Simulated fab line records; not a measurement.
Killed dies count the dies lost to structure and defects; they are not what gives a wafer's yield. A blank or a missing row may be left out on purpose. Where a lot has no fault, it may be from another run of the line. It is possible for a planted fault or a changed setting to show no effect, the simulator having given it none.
Chamber matching || flow gf180mcu || GF_SAB_ETCH_11 on rie-diel-03 has 4 sister chambers
The step etches SiO2 in C4F8/O2/Ar, target depth 55 nm, time 8.5 s. 4 wafers are shown with their chamber, then 9 later ones without.

## WAFERS, EACH WITH ITS CHAMBER
{"wafer": "L087.6", "chamber": 2, "oes-product-au (a.u.)": 1.008}
{"wafer": "L088.1", "chamber": 0, "oes-product-au (a.u.)": 0.998}
{"wafer": "L088.2", "chamber": 3, "oes-product-au (a.u.)": 0.992}
{"wafer": "L088.4", "chamber": 1, "oes-product-au (a.u.)": 0.993}

## WAFERS MISSING THEIR CHAMBER
{"wafer": "L094.1", "oes-product-au (a.u.)": 0.999}
{"wafer": "L094.4", "oes-product-au (a.u.)": 0.995}
{"wafer": "L094.5", "oes-product-au (a.u.)": 0.998}
{"wafer": "L096.2", "oes-product-au (a.u.)": 1.006}
{"wafer": "L096.4", "oes-product-au (a.u.)": 1.003}
{"wafer": "L096.6", "oes-product-au (a.u.)": 1.000}
{"wafer": "L097.1", "oes-product-au (a.u.)": 0.987}
{"wafer": "L097.5", "oes-product-au (a.u.)": 0.998}
{"wafer": "L097.6", "oes-product-au (a.u.)": 1.004}

## CHAMBER TAKEN BY EACH
{"wafer": "L094.1", "from the rows above": "can't be placed: 0 or 1", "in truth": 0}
{"wafer": "L094.4", "from the rows above": "can't be placed: 1 or 0 or 3", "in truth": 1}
{"wafer": "L094.5", "from the rows above": "can't be placed: 0 or 1", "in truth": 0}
{"wafer": "L096.2", "from the rows above": 2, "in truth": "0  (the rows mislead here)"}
{"wafer": "L096.4", "from the rows above": "can't be placed: 0 or 2 or 1", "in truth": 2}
{"wafer": "L096.6", "from the rows above": "can't be placed: 0 or 1", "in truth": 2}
{"wafer": "L097.1", "from the rows above": "can't be placed: 3 or 1", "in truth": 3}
{"wafer": "L097.5", "from the rows above": "can't be placed: 0 or 1", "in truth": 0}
{"wafer": "L097.6", "from the rows above": "can't be placed: 2 or 0", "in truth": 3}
0 of 9 placed correctly. Can't be placed from these rows: 8 (the true chamber is among the candidates in 6). Number placed wrongly: 1.
How it was worked out, from the rows above alone: a wafer's distance from a chamber is the root of the sum, over the readings, of the square of ((its reading less the chamber's mean) divided by the reading's scatter). The wafer belongs to the nearest chamber; if the next one is less than 2 further off, it can't be placed. For every chamber, the mean is computed from those of its wafers that are shown. The scatter: with one shown wafer a chamber, the root of the mean of the squares of how far each hidden wafer lies from its nearest shown one.
